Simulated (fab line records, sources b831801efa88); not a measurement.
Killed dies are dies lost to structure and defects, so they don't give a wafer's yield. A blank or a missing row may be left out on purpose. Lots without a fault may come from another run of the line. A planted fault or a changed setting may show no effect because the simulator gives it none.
fab line records | flow gf180mcu
record lots=5 wafers=15 last_day=33
route steps=602 shown VT_IMPLANT@90
lots that met no fault: from a run of the same line without faults
start_h: hours from the record's first day to the start of the lot's first wafer shown | wait_h: hours since the lot's step before | " the same as in the row above | L1.1+2: a row that stands for several wafers | - no value, or no start given | * or withheld: withheld | < > ~ a bound
route shown NAME@n: a module of which the file shows steps, and the number in the route of the first | usual: mean/standard deviation of fault-free wafers | same: alike in all rows | chamber/n: place in a boat | sites: the reading at each site | _std_site: their standard deviation | _edge_site: outer sites' mean less inner sites' | radius_mm: how far each site lies from the wafer's centre | mask NAME#n: copy n | behind: the tool/chamber that last shaped the wafer | hold: why the lot was held/for how many hours/how that ended | device: the transistor (n, p or np) that didn't switch | end of line: the same wafers' tests at the end of the route | a step without rows: its recipe alone | killed: dies lost to structure and defects at the first sort, not the wafer's yield | map: a wafer's dies, x killed, . not, _ none there
set.NAME: the setting as run; set.NAME@STEP: as run at that earlier step | model.NAME: the simulator's own value behind a step, which no gauge read
lots at some steps of the route; a table a step, a row a wafer
services: from which hour (start_h, from the record's first day; less than 0 if before it) a tool's chamber was out of use, for how many hours, and why
## steps
# step GF_VT_IMPLANT_DEHYDRATE_00
# recipe temp_c=200 time_s=60
# columns lot.wafer tool chamber start_h wait_h
L076.2+3+6 litho_track-02 0 115.78 7.1
L080.4+5+6 litho_track-04 0 138.46 6.3
L082.2+4+5 litho_track-01 0 150.32 6.9
L083.1+3+4 litho_track-01 0 158.10 6.8
L093.2+4+6 litho_track-01 0 220.52 8.5
# step GF_VT_IMPLANT_HMDS_01
# recipe prime_time_s=60 prime_temp_c=120
# usual prime_temp_c=119.97/0.13
# columns lot.wafer tool chamber start_h wait_h prime_temp_c
L076.2 litho_track-02 0 115.93 0.1 120.13
L076.3 " 0 " " 120.12
L076.6 " 0 " " 119.99
L080.4 litho_track-04 0 138.61 0.1 119.92
L080.5 " 0 " " 120.10
L080.6 " 0 " " 119.92
L082.2 litho_track-01 0 150.47 0.1 120.00
L082.4 " 0 " " 120.11
L082.5 " 0 " " 119.88
L083.1 litho_track-01 0 158.25 0.1 119.89
L083.3 " 0 " " 120.09
L083.4 " 0 " " 120.03
L093.2 litho_track-01 0 220.67 0.1 120.18
L093.4 " 0 " " 119.93
L093.6 " 0 " " 120.27
# step GF_VT_IMPLANT_COAT_02
# recipe resist=NOVOLAK spin_rpm=3000 resist_thk_nm=1000
# usual dispense_pressure_kPa=51/3.5
# columns lot.wafer tool chamber start_h wait_h dispense_pressure_kPa
L076.2 litho_track-02 0 116.08 0.1 46
L076.3 " 0 " " 46
L076.6 " 0 " " 46
L080.4 litho_track-04 0 138.76 0.1 52
L080.5 " 0 " " 52
L080.6 " 0 " " 52
L082.2 litho_track-01 0 150.62 0.1 54
L082.4 " 0 " " 54
L082.5 " 0 " " 54
L083.1 litho_track-01 0 158.40 0.1 54
L083.3 " 0 " " 54
L083.4 " 0 " " 54
L093.2 litho_track-01 0 220.82 0.1 54
L093.4 " 0 " " 54
L093.6 " 0 " " 54
# step GF_VT_IMPLANT_SOFTBAKE_03
# recipe temp_c=90 time_s=60 resist=NOVOLAK
# columns lot.wafer tool chamber start_h wait_h
L076.2+3+6 litho_track-02 0 116.23 0.1
L080.4+5+6 litho_track-04 0 138.91 0.1
L082.2+4+5 litho_track-01 0 150.77 0.1
L083.1+3+4 litho_track-01 0 158.55 0.1
L093.2+4+6 litho_track-01 0 220.97 0.1
# step GF_VT_IMPLANT_EXPOSE_04
# recipe mask_id=LVPWELL_LV_AREA target_cd_nm=600 na=0.6 source_shape=conventional sigma_outer=0.6 dose_mj=140
# same na=0.6
# columns lot.wafer tool chamber start_h wait_h mask
L076.2+3+6 iline_stepper-01 0 - - LVPWELL_LV_AREA#0
L080.4+5+6 iline_stepper-02 0 - - LVPWELL_LV_AREA#0
L082.2+4+5 iline_stepper-01 0 - - LVPWELL_LV_AREA#0
L083.1+3+4 iline_stepper-02 0 - - LVPWELL_LV_AREA#0
L093.2+4+6 iline_stepper-02 0 - - LVPWELL_LV_AREA#0
# step GF_VT_IMPLANT_PEB_05
# recipe temp_c=withheld time_s=* resist=NOVOLAK
# columns lot.wafer tool chamber start_h wait_h
L076.2+3+6 litho_track-04 0 - -
L080.4+5+6 litho_track-02 0 - -
L082.2+4+5 litho_track-01 0 - -
L083.1+3+4 litho_track-02 0 - -
L093.2+4+6 litho_track-02 0 - -
# step GF_VT_IMPLANT_DEVELOP_06
# recipe develop_time_s=60 dev_temp_c=23
# columns lot.wafer tool chamber start_h wait_h
L076.2+3+6 litho_track-04 0 122.96 0.1
L080.4+5+6 litho_track-02 0 146.68 0.1
L082.2+4+5 litho_track-01 0 157.97 0.1
L083.1+3+4 litho_track-02 0 166.70 0.1
L093.2+4+6 litho_track-02 0 229.83 0.1
# step GF_VT_IMPLANT_OVL_MEAS_07
# usual VT_IMPLANT_OVL=1.5/1.5
# columns lot.wafer tool chamber start_h wait_h VT_IMPLANT_OVL[nm]
L076.2 overlay-01 - 123.09 0.1 4.3
L076.3 " - " " 3.5
L076.6 " - " " 3.0
L080.4 overlay-01 - 146.77 0.1 1.8
L080.5 " - " " 0.3
L080.6 " - " " 2.4
L082.2 overlay-01 - 158.10 0.1 1.7
L082.4 " - " " 0.4
L082.5 " - " " 1.1
L083.1 overlay-01 - 166.85 0.1 0.9
L083.3 " - " " 1.6
L083.4 " - " " 1.5
L093.2 overlay-01 - 229.96 0.1 2.3
L093.4 " - " " 0.8
L093.6 " - " " 1.3
# step GF_VT_IMPLANT_IMPLANT_08
# recipe species=BF2 energy_kev=20 dose_cm2=8.29e+12 tilt_deg=7
# usual beam_on_s=10.01/0.22 dose_ions_cm2=8.292e+12/7.9e+09
# same implant_ion_amu=49
# columns lot.wafer tool chamber start_h wait_h beam_on_s dose_ions_cm2
L076.2 implanter-01 0 123.15 0.0 9.74 8.292e+12
L076.3 " 0 " " 10.08 8.288e+12
L076.6 " 0 " " 9.78 8.287e+12
L080.4 implanter-03 0 146.87 0.1 9.78 8.302e+12
L080.5 " 0 " " 10.01 8.292e+12
L080.6 " 0 " " 9.98 8.3e+12
L082.2 implanter-03 0 158.16 0.0 9.99 8.301e+12
L082.4 " 0 " " 9.62 8.3e+12
L082.5 " 0 " " 9.79 8.29e+12
L083.1 implanter-03 0 166.89 0.0 9.98 8.291e+12
L083.3 " 0 " " 9.97 8.298e+12
L083.4 " 0 " " 9.98 8.29e+12
L093.2 implanter-03 0 230.01 0.0 10.53 8.297e+12
L093.4 " 0 " " 10.50 8.301e+12
L093.6 " 0 " " 10.03 8.303e+12
# step GF_VT_IMPLANT_STRIP_09
# recipe chemistry=O2/N2 power_w=1400 pressure_mtorr=1500 platen_temp_c=250 o2_flow_sccm=3000 n2_flow_sccm=300 overash_fraction=0.5
# usual chamber_pressure_mTorr=1499.9/1.4 drypump_motor_current_A=5.9/0.54 heater_power_w=327/32 oes_product_au=0.716/0.0046 strip_time_to_endpoint_s=12.64/0.032
# columns lot.wafer tool chamber start_h wait_h chamber_pressure_mTorr drypump_motor_current_A heater_power_w oes_product_au rf_hours_counter_h strip_time_to_endpoint_s
L076.2 plasma_asher-03 0 123.27 0.1 1499.1 5.1 285 0.712 48 12.59
L076.3 " 0 " " 1498.8 5.1 278 0.713 - 12.64
L076.6 " 0 " " 1496.1 5.1 290 0.714 - 12.66
L080.4 plasma_asher-04 1 146.97 0.1 1498.5 5.4 360 0.707 - 12.60
L080.5 " 0 " " 1498.5 6.7 285 0.723 - 12.64
L080.6 " 1 " " 1498.6 5.4 352 0.716 - 12.65
L082.2 plasma_asher-04 0 158.28 0.1 1498.8 6.7 284 0.717 52 12.69
L082.4 " 1 " " 1500.0 5.4 359 0.712 - 12.66
L082.5 " 0 " " 1500.1 6.7 294 0.717 - 12.67
L083.1 plasma_asher-04 1 167.04 0.1 1500.5 5.3 370 0.717 53 12.58
L083.3 " 0 " " 1499.0 6.7 293 0.715 - 12.61
L083.4 " 1 " " 1499.0 5.4 358 0.713 - 12.59
L093.2 plasma_asher-04 0 230.14 0.1 1502.5 6.7 288 0.714 60 12.65
L093.4 " 0 " " 1499.8 6.7 290 0.710 - 12.66
L093.6 " 1 " " 1500.0 5.4 363 0.709 - 12.65
# step GF_VT_IMPLANT_TW_MEAS_10
# usual VT_IMPLANT_TW=567.6/3
# columns lot.wafer tool chamber start_h wait_h VT_IMPLANT_TW
L076.2 film_metro-01 - 123.38 0.1 567.2
L076.3 " - " " 566.3
L076.6 " - " " 569.1
L080.4 film_metro-04 - 147.07 0.1 561.8
L080.5 " - " " 566.9
L080.6 " - " " 562.7
L082.2 film_metro-02 - 158.39 0.1 569.6
L082.4 " - " " 569.8
L082.5 " - " " 571.2
L083.1 film_metro-02 - 167.14 0.1 569.6
L083.3 " - " " 568.6
L083.4 " - " " 568.9
L093.2 film_metro-02 - 230.25 0.1 571.8
L093.4 " - " " 568.4
L093.6 " - " " 572.1
# step GF_VT_IMPLANT_DEHYDRATE_11
# recipe temp_c=200 time_s=60
# columns lot.wafer tool chamber start_h wait_h
L076.2+3+6 litho_track-02 0 130.58 7.2
L080.4+5+6 litho_track-02 0 154.23 7.1
L082.2+4+5 litho_track-02 0 165.98 7.6
L083.1+3+4 litho_track-04 0 173.89 6.7
L093.2+4+6 litho_track-04 0 238.76 8.5
# step GF_VT_IMPLANT_HMDS_12
# recipe prime_time_s=60 prime_temp_c=120
# usual prime_temp_c=119.99/0.14
# columns lot.wafer tool chamber start_h wait_h prime_temp_c
L076.2 litho_track-02 0 130.73 0.1 120.19
L076.3 " 0 " " 120.05
L076.6 " 0 " " 120.16
L080.4 litho_track-02 0 154.38 0.1 119.90
L080.5 " 0 " " 119.94
L080.6 " 0 " " 119.92
L082.2 litho_track-02 0 166.13 0.1 120.18
L082.4 " 0 " " 120.09
L082.5 " 0 " " 119.91
L083.1 litho_track-04 0 174.04 0.1 119.94
L083.3 " 0 " " 120.10
L083.4 " 0 " " 120.08
L093.2 litho_track-04 0 238.91 0.1 120.11
L093.4 " 0 " " 119.94
L093.6 " 0 " " 119.88
# step GF_VT_IMPLANT_COAT_13
# recipe resist=NOVOLAK spin_rpm=3000 resist_thk_nm=1000
# usual dispense_pressure_kPa=51/3.5
# columns lot.wafer tool chamber start_h wait_h dispense_pressure_kPa
L076.2 litho_track-02 0 130.88 0.1 46
L076.3 " 0 " " 46
L076.6 " 0 " " 46
L080.4 litho_track-02 0 154.53 0.1 46
L080.5 " 0 " " 46
L080.6 " 0 " " 46
L082.2 litho_track-02 0 166.28 0.1 46
L082.4 " 0 " " 46
L082.5 " 0 " " 46
L083.1 litho_track-04 0 174.19 0.1 52
L083.3 " 0 " " 52
L083.4 " 0 " " 52
L093.2 litho_track-04 0 239.06 0.1 52
L093.4 " 0 " " 52
L093.6 " 0 " " 52
# step GF_VT_IMPLANT_SOFTBAKE_14
# recipe temp_c=90 time_s=60 resist=NOVOLAK
# columns lot.wafer tool chamber start_h wait_h
L076.2+3+6 litho_track-02 0 131.03 0.1
L080.4+5+6 litho_track-02 0 154.68 0.1
L082.2+4+5 litho_track-02 0 166.43 0.1
L083.1+3+4 litho_track-04 0 174.34 0.1
L093.2+4+6 litho_track-04 0 239.21 0.1
# step GF_VT_IMPLANT_EXPOSE_15
# recipe mask_id=Nwell_LV_AREA target_cd_nm=860 na=0.6 source_shape=conventional sigma_outer=0.6 dose_mj=140
# same na=0.6
# columns lot.wafer tool chamber start_h wait_h mask
L076.2+3+6 iline_stepper-02 0 - - Nwell_LV_AREA#0
L080.4+5+6 iline_stepper-01 0 - - Nwell_LV_AREA#0
L082.2+4+5 iline_stepper-02 0 - - Nwell_LV_AREA#0
L083.1+3+4 iline_stepper-02 0 - - Nwell_LV_AREA#0
L093.2+4+6 iline_stepper-02 0 - - Nwell_LV_AREA#0
# step GF_VT_IMPLANT_PEB_16
# recipe temp_c=withheld time_s=* resist=NOVOLAK
# columns lot.wafer tool chamber start_h wait_h
L076.2+3+6 litho_track-02 0 - -
L080.4+5+6 litho_track-01 0 - -
L082.2+4+5 litho_track-04 0 - -
L083.1+3+4 litho_track-01 0 - -
L093.2+4+6 litho_track-01 0 - -
# step GF_VT_IMPLANT_DEVELOP_17
# recipe develop_time_s=60 dev_temp_c=23
# columns lot.wafer tool chamber start_h wait_h
L076.2+3+6 litho_track-02 0 138.08 0.1
L080.4+5+6 litho_track-01 0 162.72 0.1
L082.2+4+5 litho_track-04 0 173.76 0.1
L083.1+3+4 litho_track-01 0 183.20 0.1
L093.2+4+6 litho_track-01 0 248.32 0.1
# step GF_VT_IMPLANT_OVL_MEAS_18
# usual VT_IMPLANT_01_OVL=1.7/1.4
# columns lot.wafer tool chamber start_h wait_h VT_IMPLANT_01_OVL[nm]
L076.2 overlay-01 - 138.21 0.1 -0.3
L076.3 " - " " 0.9
L076.6 " - " " 2.9
L080.4 overlay-02 - 162.81 0.1 3.7
L080.5 " - " " 1.5
L080.6 " - " " 3.0
L082.2 overlay-01 - 173.89 0.1 2.4
L082.4 " - " " 1.4
L082.5 " - " " 2.3
L083.1 overlay-02 - 183.35 0.1 1.5
L083.3 " - " " 1.7
L083.4 " - " " 1.6
L093.2 overlay-02 - 248.45 0.1 1.1
L093.4 " - " " 1.9
L093.6 " - " " 0.9
# step GF_VT_IMPLANT_IMPLANT_19
# recipe species=As energy_kev=100 dose_cm2=4.35e+12 tilt_deg=7
# usual beam_on_s=10.03/0.19 dose_ions_cm2=4.351e+12/5.1e+09
# same implant_ion_amu=75
# columns lot.wafer tool chamber start_h wait_h beam_on_s dose_ions_cm2
L076.2 implanter-01 0 138.27 0.0 10.33 4.343e+12
L076.3 " 0 " " 9.96 4.358e+12
L076.6 " 0 " " 9.97 4.356e+12
L080.4 implanter-03 0 162.91 0.1 10.17 4.347e+12
L080.5 " 0 " " 9.57 4.35e+12
L080.6 " 0 " " 10.06 4.351e+12
L082.2 implanter-01 0 173.95 0.0 9.47 4.349e+12
L082.4 " 0 " " 10.12 4.342e+12
L082.5 " 0 " " 9.88 4.344e+12
L083.1 implanter-03 0 183.38 0.0 10.27 4.351e+12
L083.3 " 0 " " 10.03 4.354e+12
L083.4 " 0 " " 9.95 4.348e+12
L093.2 implanter-01 0 248.51 0.0 9.90 4.357e+12
L093.4 " 0 " " 9.89 4.348e+12
L093.6 " 0 " " 10.24 4.352e+12
# step GF_VT_IMPLANT_STRIP_20
# recipe chemistry=O2/N2 power_w=1400 pressure_mtorr=1500 platen_temp_c=250 o2_flow_sccm=3000 n2_flow_sccm=300 overash_fraction=0.5
# usual chamber_pressure_mTorr=1500.2/1.3 drypump_motor_current_A=5.9/0.48 heater_power_w=328/31 oes_product_au=0.716/0.0042 strip_time_to_endpoint_s=12.62/0.031
# columns lot.wafer tool chamber start_h wait_h chamber_pressure_mTorr drypump_motor_current_A heater_power_w oes_product_au rf_hours_counter_h strip_time_to_endpoint_s
L076.2 plasma_asher-04 0 138.39 0.1 1500.8 6.7 290 0.711 50 12.62
L076.3 " 0 " " 1500.3 6.7 292 0.712 - 12.58
L076.6 " 1 " " 1501.6 5.4 357 0.720 - 12.59
L080.4 plasma_asher-04 1 163.02 0.1 1499.3 5.4 364 0.709 - 12.56
L080.5 " 1 " " 1500.7 5.4 368 0.719 - 12.59
L080.6 " 0 " " 1499.1 6.6 287 0.714 - 12.62
L082.2 plasma_asher-02 0 174.07 0.1 1501.7 6.2 360 0.712 6 12.62
L082.4 " 0 " " 1501.5 6.2 358 0.718 - 12.66
L082.5 " 0 " " 1500.4 6.1 346 0.715 - 12.64
L083.1 plasma_asher-04 0 183.53 0.1 1499.7 6.7 286 0.713 55 12.57
L083.3 " 1 " " 1501.9 5.4 361 0.719 - 12.60
L083.4 " 0 " " 1498.8 6.7 279 0.711 - 12.61
L093.2 plasma_asher-04 1 248.63 0.1 1503.6 5.4 368 0.721 62 12.58
L093.4 " 1 " " 1501.6 5.4 354 0.722 - 12.63
L093.6 " 1 " " 1498.2 5.4 363 0.714 - 12.60
# step GF_VT_IMPLANT_TW_MEAS_21
# usual VT_IMPLANT_2_TW=1223/7.3
# columns lot.wafer tool chamber start_h wait_h VT_IMPLANT_2_TW
L076.2 film_metro-02 - 138.50 0.1 1229
L076.3 " - " " 1226
L076.6 " - " " 1229
L080.4 film_metro-01 - 163.11 0.1 1224
L080.5 " - " " 1215
L080.6 " - " " 1209
L082.2 film_metro-02 - 174.18 0.1 1224
L082.4 " - " " 1217
L082.5 " - " " 1227
L083.1 film_metro-04 - 183.63 0.1 1225
L083.3 " - " " 1227
L083.4 " - " " 1228
L093.2 film_metro-04 - 248.74 0.1 1213
L093.4 " - " " 1211
L093.6 " - " " 1212
# step GF_VT_IMPLANT_DEHYDRATE_22
# recipe temp_c=200 time_s=60
# columns lot.wafer tool chamber start_h wait_h
L076.2+3+6 litho_track-01 0 145.37 6.9
L080.4+5+6 litho_track-01 0 170.52 7.4
L082.2+4+5 litho_track-04 0 182.26 8.1
L083.1+3+4 litho_track-04 0 191.19 7.5
L093.2+4+6 litho_track-04 0 257.06 8.3
# step GF_VT_IMPLANT_HMDS_23
# recipe prime_time_s=60 prime_temp_c=120
# usual prime_temp_c=119.99/0.13
# columns lot.wafer tool chamber start_h wait_h prime_temp_c
L076.2 litho_track-01 0 145.52 0.1 120.10
L076.3 " 0 " " 120.06
L076.6 " 0 " " 120.02
L080.4 litho_track-01 0 170.67 0.1 119.87
L080.5 " 0 " " 120.12
L080.6 " 0 " " 120.01
L082.2 litho_track-04 0 182.41 0.1 119.94
L082.4 " 0 " " 120.06
L082.5 " 0 " " 119.98
L083.1 litho_track-04 0 191.34 0.1 119.92
L083.3 " 0 " " 120.00
L083.4 " 0 " " 120.13
L093.2 litho_track-04 0 257.21 0.1 119.92
L093.4 " 0 " " 119.84
L093.6 " 0 " " 119.92
# step GF_VT_IMPLANT_COAT_24
# recipe resist=NOVOLAK spin_rpm=2941 resist_thk_nm=1000
# usual dispense_pressure_kPa=51/3
# columns lot.wafer tool chamber start_h wait_h dispense_pressure_kPa
L076.2 litho_track-01 0 145.67 0.1 54
L076.3 " 0 " " 54
L076.6 " 0 " " 54
L080.4 litho_track-01 0 170.82 0.1 54
L080.5 " 0 " " 54
L080.6 " 0 " " 54
L082.2 litho_track-04 0 182.56 0.1 52
L082.4 " 0 " " 52
L082.5 " 0 " " 52
L083.1 litho_track-04 0 191.49 0.1 52
L083.3 " 0 " " 52
L083.4 " 0 " " 52
L093.2 litho_track-04 0 257.36 0.1 52
L093.4 " 0 " " 52
L093.6 " 0 " " 52
# step GF_VT_IMPLANT_SOFTBAKE_25
# recipe temp_c=90 time_s=60 resist=NOVOLAK
# columns lot.wafer tool chamber start_h wait_h
L076.2+3+6 litho_track-01 0 145.82 0.1
L080.4+5+6 litho_track-01 0 170.97 0.1
L082.2+4+5 litho_track-04 0 182.71 0.1
L083.1+3+4 litho_track-04 0 191.64 0.1
L093.2+4+6 litho_track-04 0 257.51 0.1
# step GF_VT_IMPLANT_EXPOSE_26
# recipe mask_id=LVPWELL_HV_AREA target_cd_nm=860 na=0.6 source_shape=conventional sigma_outer=0.6 dose_mj=140
# same na=0.6
# columns lot.wafer tool chamber start_h wait_h mask
L076.2+3+6 iline_stepper-01 0 - - LVPWELL_HV_AREA#0
L080.4+5+6 iline_stepper-02 0 - - LVPWELL_HV_AREA#0
L082.2+4+5 iline_stepper-02 0 - - LVPWELL_HV_AREA#0
L083.1+3+4 iline_stepper-01 0 - - LVPWELL_HV_AREA#0
L093.2+4+6 iline_stepper-02 0 - - LVPWELL_HV_AREA#0
# step GF_VT_IMPLANT_PEB_27
# recipe temp_c=withheld time_s=* resist=NOVOLAK
# columns lot.wafer tool chamber start_h wait_h
L076.2+3+6 litho_track-04 0 - -
L080.4+5+6 litho_track-01 0 - -
L082.2+4+5 litho_track-01 0 - -
L083.1+3+4 litho_track-02 0 - -
L093.2+4+6 litho_track-01 0 - -
# step GF_VT_IMPLANT_DEVELOP_28
# recipe develop_time_s=60 dev_temp_c=23
# columns lot.wafer tool chamber start_h wait_h
L076.2+3+6 litho_track-04 0 153.51 0.1
L080.4+5+6 litho_track-01 0 178.62 0.1
L082.2+4+5 litho_track-01 0 190.12 0.1
L083.1+3+4 litho_track-02 0 200.35 0.1
L093.2+4+6 litho_track-01 0 267.17 0.1
# step GF_VT_IMPLANT_OVL_MEAS_29
# usual VT_IMPLANT_02_OVL=-0.1/1.4
# columns lot.wafer tool chamber start_h wait_h VT_IMPLANT_02_OVL[nm]
L076.2 overlay-01 - 153.64 0.1 0.1
L076.3 " - " " -1.0
L076.6 " - " " -0.9
L080.4 overlay-02 - 178.71 0.1 0.2
L080.5 " - " " 0.8
L080.6 " - " " 1.7
L082.2 overlay-02 - 190.25 0.1 -0.2
L082.4 " - " " -0.1
L082.5 " - " " -1.5
L083.1 overlay-02 - 200.50 0.1 -0.4
L083.3 " - " " -0.1
L083.4 " - " " -0.4
L093.2 overlay-01 - 267.30 0.1 -0.6
L093.4 " - " " -1.1
L093.6 " - " " 0.4
# step GF_VT_IMPLANT_IMPLANT_30
# recipe species=B energy_kev=25 dose_cm2=2.534e+12 tilt_deg=7
# usual beam_on_s=10.02/0.19 dose_ions_cm2=2.5336e+12/2.8e+09
# same implant_ion_amu=11
# columns lot.wafer tool chamber start_h wait_h beam_on_s dose_ions_cm2
L076.2 implanter-01 0 153.70 0.0 10.12 2.5377e+12
L076.3 " 0 " " 10.26 2.5356e+12
L076.6 " 0 " " 9.69 2.5344e+12
L080.4 implanter-04 0 178.81 0.1 10.22 2.5319e+12
L080.5 " 0 " " 10.28 2.5335e+12
L080.6 " 0 " " 10.14 2.5282e+12
L082.2 implanter-03 0 190.31 0.0 10.42 2.5329e+12
L082.4 " 0 " " 10.26 2.5318e+12
L082.5 " 0 " " 10.14 2.531e+12
L083.1 implanter-01 0 200.54 0.0 9.96 2.5335e+12
L083.3 " 0 " " 9.99 2.5326e+12
L083.4 " 0 " " 9.92 2.5286e+12
L093.2 implanter-01 0 267.35 0.0 9.90 2.5306e+12
L093.4 " 0 " " 9.86 2.5304e+12
L093.6 " 0 " " 9.67 2.5319e+12
# step GF_VT_IMPLANT_STRIP_31
# recipe chemistry=O2/N2 power_w=1400 pressure_mtorr=1500 platen_temp_c=250 o2_flow_sccm=3000 n2_flow_sccm=300 overash_fraction=0.5
# usual chamber_pressure_mTorr=1499.8/1.3 drypump_motor_current_A=5.9/0.57 heater_power_w=325/33 oes_product_au=0.716/0.0052 strip_time_to_endpoint_s=12.741/0.029
# columns lot.wafer tool chamber start_h wait_h chamber_pressure_mTorr drypump_motor_current_A heater_power_w oes_product_au rf_hours_counter_h strip_time_to_endpoint_s
L076.2 plasma_asher-04 1 153.82 0.1 1500.0 5.4 361 0.714 52 12.788
L076.3 " 0 " " 1499.1 6.7 298 0.720 - 12.782
L076.6 " 1 " " 1500.1 5.4 353 0.719 - 12.818
L080.4 plasma_asher-04 1 178.91 0.1 1498.3 5.4 350 0.717 - 12.757
L080.5 " 1 " " 1499.2 5.4 358 0.713 - 12.755
L080.6 " 0 " " 1500.2 6.7 295 0.719 - 12.743
L082.2 plasma_asher-04 0 190.43 0.1 1502.7 6.7 295 0.709 56 12.739
L082.4 " 0 " " 1500.1 6.7 291 0.707 - 12.745
L082.5 " 0 " " 1500.2 6.7 288 0.727 - 12.754
L083.1 plasma_asher-03 0 200.69 0.1 1498.7 5.1 288 0.724 56 12.773
L083.3 " 0 " " 1499.4 5.2 290 0.723 - 12.736
L083.4 " 1 " " 1499.6 6.1 352 0.722 - 12.722
L093.2 plasma_asher-02 0 267.48 0.1 1502.5 6.2 367 0.715 16 12.770
L093.4 " 1 " " 1500.4 5.9 321 0.719 - 12.778
L093.6 " 0 " " 1501.2 6.2 360 0.713 - 12.715
# step GF_VT_IMPLANT_TW_MEAS_32
# usual VT_IMPLANT_3_TW=270.4/1.6
# columns lot.wafer tool chamber start_h wait_h VT_IMPLANT_3_TW
L076.2 film_metro-04 - 153.93 0.1 269.9
L076.3 " - " " 270.2
L076.6 " - " " 269.5
L080.4 film_metro-02 - 179.01 0.1 269.6
L080.5 " - " " 272.3
L080.6 " - " " 270.8
L082.2 film_metro-04 - 190.57 0.1 271.5
L082.4 " - " " 270.6
L082.5 " - " " 271.2
L083.1 film_metro-04 - 200.79 0.1 271.4
L083.3 " - " " 269.8
L083.4 " - " " 271.1
L093.2 film_metro-04 - 267.59 0.1 270.0
L093.4 " - " " 268.9
L093.6 " - " " 267.8
# step GF_VT_IMPLANT_DEHYDRATE_33
# recipe temp_c=200 time_s=60
# columns lot.wafer tool chamber start_h wait_h
L076.2+3+6 litho_track-02 0 161.08 7.1
L080.4+5+6 litho_track-01 0 186.67 7.6
L082.2+4+5 litho_track-04 0 198.51 7.9
L083.1+3+4 litho_track-04 0 208.69 7.9
L093.2+4+6 litho_track-01 0 276.97 9.4
# step GF_VT_IMPLANT_HMDS_34
# recipe prime_time_s=60 prime_temp_c=120
# usual prime_temp_c=120.01/0.13
# columns lot.wafer tool chamber start_h wait_h prime_temp_c
L076.2 litho_track-02 0 161.23 0.1 120.05
L076.3 " 0 " " 120.28
L076.6 " 0 " " 120.14
L080.4 litho_track-01 0 186.82 0.1 120.26
L080.5 " 0 " " 120.05
L080.6 " 0 " " 120.15
L082.2 litho_track-04 0 198.66 0.1 120.02
L082.4 " 0 " " 120.06
L082.5 " 0 " " 119.93
L083.1 litho_track-04 0 208.84 0.1 119.95
L083.3 " 0 " " 120.03
L083.4 " 0 " " 120.05
L093.2 litho_track-01 0 277.12 0.1 120.01
L093.4 " 0 " " 120.04
L093.6 " 0 " " 119.94
# step GF_VT_IMPLANT_COAT_35
# recipe resist=NOVOLAK spin_rpm=3000 resist_thk_nm=1000
# usual dispense_pressure_kPa=51/3.4
# columns lot.wafer tool chamber start_h wait_h dispense_pressure_kPa
L076.2 litho_track-02 0 161.38 0.1 46
L076.3 " 0 " " 46
L076.6 " 0 " " 46
L080.4 litho_track-01 0 186.97 0.1 54
L080.5 " 0 " " 54
L080.6 " 0 " " 54
L082.2 litho_track-04 0 198.81 0.1 52
L082.4 " 0 " " 52
L082.5 " 0 " " 52
L083.1 litho_track-04 0 208.99 0.1 52
L083.3 " 0 " " 52
L083.4 " 0 " " 52
L093.2 litho_track-01 0 277.27 0.1 54
L093.4 " 0 " " 54
L093.6 " 0 " " 54
# step GF_VT_IMPLANT_SOFTBAKE_36
# recipe temp_c=90 time_s=60 resist=NOVOLAK
# columns lot.wafer tool chamber start_h wait_h
L076.2+3+6 litho_track-02 0 161.53 0.1
L080.4+5+6 litho_track-01 0 187.12 0.1
L082.2+4+5 litho_track-04 0 198.96 0.1
L083.1+3+4 litho_track-04 0 209.14 0.1
L093.2+4+6 litho_track-01 0 277.42 0.1
# step GF_VT_IMPLANT_EXPOSE_37
# recipe mask_id=Nwell_HV_AREA target_cd_nm=860 na=0.6 source_shape=conventional sigma_outer=0.6 dose_mj=140
# same na=0.6
# columns lot.wafer tool chamber start_h wait_h mask
L076.2+3+6 iline_stepper-01 0 - - Nwell_HV_AREA#0
L080.4+5+6 iline_stepper-02 0 - - Nwell_HV_AREA#0
L082.2+4+5 iline_stepper-01 0 - - Nwell_HV_AREA#0
L083.1+3+4 iline_stepper-01 0 - - Nwell_HV_AREA#0
L093.2+4+6 iline_stepper-02 0 - - Nwell_HV_AREA#0
# step GF_VT_IMPLANT_PEB_38
# recipe temp_c=withheld time_s=* resist=NOVOLAK
# columns lot.wafer tool chamber start_h wait_h
L076.2+3+6 litho_track-01 0 - -
L080.4+5+6 litho_track-01 0 - -
L082.2+4+5 litho_track-02 0 - -
L083.1+3+4 litho_track-01 0 - -
L093.2+4+6 litho_track-02 0 - -
# step GF_VT_IMPLANT_DEVELOP_39
# recipe develop_time_s=60 dev_temp_c=22.26
# columns lot.wafer tool chamber start_h wait_h
L076.2+3+6 litho_track-01 0 169.62 0.1
L080.4+5+6 litho_track-01 0 195.57 0.1
L082.2+4+5 litho_track-02 0 207.68 0.1
L083.1+3+4 litho_track-01 0 217.19 0.1
L093.2+4+6 litho_track-02 0 287.28 0.1
# step GF_VT_IMPLANT_OVL_MEAS_40
# usual VT_IMPLANT_03_OVL=-0.5/1.1
# columns lot.wafer tool chamber start_h wait_h VT_IMPLANT_03_OVL[nm]
L076.2 overlay-01 - 169.75 0.1 -1.2
L076.3 " - " " 0.4
L076.6 " - " " -0.5
L080.4 overlay-01 - 195.66 0.1 -0.7
L080.5 " - " " -1.2
L080.6 " - " " -0.9
L082.2 overlay-02 - 207.81 0.1 -0.5
L082.4 " - " " -0.3
L082.5 " - " " -0.4
L083.1 overlay-02 - 217.34 0.1 -0.3
L083.3 " - " " -0.2
L083.4 " - " " -1.2
L093.2 overlay-02 - 287.41 0.1 0.2
L093.4 " - " " -1.7
L093.6 " - " " -0.6
## services
# columns tool chamber start_h hours kind
plasma_asher-02 - 108.75 9.0 pm
plasma_asher-02 0 108.75 9.0 vent_cycle
plasma_asher-02 1 108.75 9.0 vent_cycle
implanter-01 - 117.24 2.7 repair
plasma_asher-02 0 117.75 - clean
plasma_asher-02 1 117.75 - clean
plasma_asher-04 - 117.81 0.3 repair
iline_stepper-02 - 123.16 1.7 pm
plasma_asher-02 - 127.30 0.8 repair
iline_stepper-01 - 130.20 1.7 pm
iline_stepper-01 - 156.49 4.4 pm
plasma_asher-03 - 157.40 2.8 pm
implanter-04 - 161.66 2.8 repair
iline_stepper-01 - 164.42 12.0 repair
iline_stepper-02 - 176.51 2.1 pm
iline_stepper-02 - 178.60 - consumable_replace:lamp
implanter-01 - 210.12 4.6 pm
implanter-04 - 212.68 3.8 pm
implanter-03 - 220.95 1.8 repair
implanter-01 - 235.29 9.8 pm
implanter-04 - 248.58 4.7 pm
implanter-03 - 250.82 0.7 repair
iline_stepper-01 - 254.74 4.0 repair
implanter-03 - 275.63 8.3 pm
## key
fault none
